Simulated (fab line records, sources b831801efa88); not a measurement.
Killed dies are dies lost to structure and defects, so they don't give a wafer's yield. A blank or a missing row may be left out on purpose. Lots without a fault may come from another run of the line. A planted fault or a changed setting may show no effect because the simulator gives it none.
A struck lot beside a sound one | flow sky130 | 15 steps out of a route of 708
Sound: wafers L990.1, L990.3, L990.6. Struck: wafers L999.1, L999.4, L999.5. The cause comes at the end.
At each step with rows: each side's tool, then ch and its chambers, then its first start. Under that, the readings that differ: sound wafers | struck wafers | difference of the means | sigmas: that difference in standard deviations of wafers without a fault.
alike: readings whose means differ by less than 2 such deviations, and words and numbers that are the same on both sides. not compared: withheld readings, readings that some wafer has no value for, bounds like >300 that may hide the same value, and numbers for which the record gives no deviation and whose values overlap.
The two part at a step that has a row with sigmas, a row that says differs or no value, or rows on one side only. Numbers that don't overlap but have no deviation are shown without sigmas and don't part them. A reading that every wafer of one side lacks parts them only if that side has two wafers or more.

first, 6 steps without rows for these wafers: SKY_GATE_OXIDE_HMDS_04 (prime time 60 s); SKY_GATE_OXIDE_COAT_05 (resist thk 1140 nm); SKY_GATE_OXIDE_SOFTBAKE_06 (time 60 s); SKY_GATE_OXIDE_EXPOSE_07 (exposes mask LVOM, target cd 600 nm); SKY_GATE_OXIDE_PEB_08; SKY_GATE_OXIDE_DEVELOP_09 (develop time 60 s).
SKY_GATE_OXIDE_OVL_MEAS_10:
  sound on overlay-02, day 14 03:24; struck on overlay-02, day 17 15:51
  alike: GATE_OXIDE_OVL
then, 2 steps without rows for these wafers: SKY_GATE_OXIDE_IMPLANT_11; SKY_GATE_OXIDE_WET_ETCH_12 (etches SiO2 in dHF, target depth 16.8 nm, time 336 s).
SKY_GATE_OXIDE_STRIP_13: strips in O2/N2.
  sound on plasma_asher-02 ch 1, day 14 03:41; struck on plasma_asher-04 ch 1, day 17 16:09
  alike: drypump_motor_current_A, oes_product_au, strip_time_to_endpoint_s
  not compared: rf_hours_counter_h
SKY_GATE_OXIDE_TW_MEAS_14:
  sound on film_metro-02, day 14 03:47; struck on film_metro-04, day 17 16:15
  alike: GATE_OXIDE_TW
then, 1 step without rows for these wafers: SKY_GATE_OXIDE_CLEAN_15 (cleans in SC1/SC2, time 150 s).
SKY_GATE_OXIDE_OXIDATION_16: stabilise 600 s, purge 300 s, target thk 3.57 nm.
  sound on furnace-01 ch 0, day 14 04:58; struck on furnace-01 ch 0, day 17 16:22
  reading                | sound                | struck               | difference | sigmas
  spike_tc_bottom_C (C)  | 815 817 818          | 808 807 807          | -9         | -3
  spike_tc_centre_C (C)  | 801.2 800.7 802.3    | 792.2 793.0 791.1    | -9.3       | -8
  spike_tc_lower_C (C)   | 798.4 797.6 798.6    | 791.2 789.2 788.9    | -8.4       | -6
  spike_tc_top_C (C)     | 818.2 817.7 815.9    | 806.2 808.6 808.0    | -9.7       | -4
  spike_tc_upper_C (C)   | 801.4 800.0 800.9    | 790.1 790.5 792.0    | -9.9       | -8
  tube_center_temp_C (C) | 799.96 800.08 799.96 | 791.03 791.08 790.97 | -8.97      | -99 or more
  tube_center_temp_C_max | 801.7 802.4 802.1    | 792.9 792.8 792.8    | -9.2       | -26
  alike: zone_power_bottom_pct
then, 1 step without rows for these wafers: SKY_POLY_GATE_CVD_00 (deposits poly-Si, target thk 180 nm, time 720 s).
-- the record jumps here: 31 days lie between the struck wafers' starts before and after (it left off in module POLY_GATE and takes up again in module PAD_OPEN, whose first step shown is number 708 of the route) --
SKY_PAD_OPEN_PROBE_99:
  sound on prober-01, day 46 02:35; struck on prober-02, day 48 09:25
  reading                                     | sound             | struck              | difference | sigmas
  model.etest.nfet_01v8_lvt.drive_ua_um       | 586.2 574.2 580.8 | 607.8 606.8 616.4   | +29.9      |
  model.etest.nfet_01v8_turned.drive_ua_um    | 515 510.1 512.6   | 540.3 536.1 544.1   | +27.6      |
  model.etest.nfet_01v8_swapped.drive_ua_um   | 520.2 507.3 506.6 | 540.9 533.6 543.1   | +27.8      |
  model.etest.nfet_01v8.drive_ua_um           | 516.4 503 506.6   | 536.7 535.6 541.8   | +29.4      |
  model.etest.nfet_01v8.r_on_ohm_um           | 815.2 821.1 814.4 | 786.8 784.6 778.8   | -33.5      |
  model.etest.sram_nfet_pass.drive_ua_um      | 503.2 476.2 483.2 | 518.4 519.3 528.5   | +34.5      |
  model.etest.pfet_01v8_lvt.drive_ua_um       | 176.8 176.2 176.9 | 180.3 181.2 180.3   | +4.0       |
  model.etest.cap_thin_oxide.gate_log10_a_cm2 | -6.797 -7 -6.952  | -6.218 -6.285 -6.09 | +0.719     |
  alike: killed_at_M0_to_M3, killed_at_M4_up, killed_at_contacts, killed_at_front_end, killed_at_other, killed_dies, killed_open, killed_short

WHERE THEY PART
Only at SKY_GATE_OXIDE_OXIDATION_16, within this record. Later steps at which nothing parts them and some readings are alike: SKY_PAD_OPEN_PROBE_99.

WHY: what the simulator had put in
Process parameter drift: furnace-01, from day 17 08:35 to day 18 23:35, at SKY_GATE_OXIDE_OXIDATION_16. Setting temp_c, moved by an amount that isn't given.
